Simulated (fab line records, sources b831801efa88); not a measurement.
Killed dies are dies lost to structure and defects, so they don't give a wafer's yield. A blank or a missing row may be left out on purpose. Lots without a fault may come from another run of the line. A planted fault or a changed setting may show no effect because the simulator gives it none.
Which tool did it? | flow gf180mcu | 7 lots, 21 wafers sampled, at 4 steps of a route of 602

WHAT THE GAUGES READ, wafer by wafer
GF_TOP_METAL_THK_MEAS_06: measures by xrf.
lot  | measured     | on            | TOP_METAL_ALCU_THK (nm)
L130 | day 28 07:10 | film_metro-01 | 939 948 945 942 948 941
L132 | day 28 21:53 | film_metro-02 | 920 916 920 918 921 918
L140 | day 31 03:41 | film_metro-04 | 873 873 877
L142 | day 31 20:21 | film_metro-04 | 876 888 881
L144 | day 32 05:24 | film_metro-04 | 882 892 880
L146 | day 32 19:35 | film_metro-01 | 879 879 871
L149 | day 33 06:26 | film_metro-04 | 880 876 877

WHICH TOOL RAN EACH LOT (tool, then ch and the chambers of the sampled wafers, then the start)
lot  | GF_M4_SPUTTER_00             | GF_V4_ETCH_16                      | GF_TOP_METAL_SPUTTER_04
L130 | pvd_sputter-03, day 23 14:32 | rie_diel-02 ch 0,1,2, day 25 11:26 | pvd_sputter-04, day 28 07:01
L132 | pvd_sputter-03, day 24 03:31 | rie_diel-03 ch 0,2,3, day 26 00:32 | pvd_sputter-02, day 28 18:52
L140 | pvd_sputter-03, day 26 19:29 | rie_diel-01 ch 0,1,3, day 28 14:32 | pvd_sputter-03, day 31 03:31
L142 | pvd_sputter-03, day 27 12:47 | rie_diel-01 ch 2,3, day 29 05:59   | pvd_sputter-03, day 31 20:12
L144 | pvd_sputter-03, day 28 02:33 | rie_diel-02 ch 0,2,3, day 29 19:45 | pvd_sputter-03, day 32 05:15
L146 | pvd_sputter-02, day 28 20:01 | rie_diel-01 ch 1,3, day 30 11:51   | pvd_sputter-04, day 32 19:26
L149 | pvd_sputter-04, day 29 08:38 | rie_diel-01 ch 1,3, day 30 22:50   | pvd_sputter-04, day 33 06:17
- GF_M4_SPUTTER_00: material Ti, target thk 37.5 nm, time 150 s.
- GF_V4_ETCH_16: etches BARC in N2/H2.
- GF_TOP_METAL_SPUTTER_04: material TiN, target thk 25 nm, time 20.8 s.

THE ANSWER, worked out from the rows above alone
Rule: what is usual is taken from the lots themselves. Put in order of their means at a reading, lots are off if they are a third of the lots or fewer, leave a main group of 4 or more, and stand apart from it by a gap of 3 or more times the standard deviation of the main group's means; of several such gaps the widest counts. A main group whose means are all the same, to the digits that the tables above print for the reading, isn't used. A lot without any number at a reading at which 4 lots or more have one is off too. The other lots that the step has rows for count as sound.
Off: L130, L132, at GF_TOP_METAL_THK_MEAS_06 (TOP_METAL_ALCU_THK). The main group: mean 879 nm, standard deviation 3.7.
A tool fits if, at a process step before that reading, it ran every lot that is off, and no sound lot after the first of them. The gauges at GF_TOP_METAL_THK_MEAS_06 are tried like those tools. None of those tried fits.

WHAT THE SIMULATOR HAD PUT IN
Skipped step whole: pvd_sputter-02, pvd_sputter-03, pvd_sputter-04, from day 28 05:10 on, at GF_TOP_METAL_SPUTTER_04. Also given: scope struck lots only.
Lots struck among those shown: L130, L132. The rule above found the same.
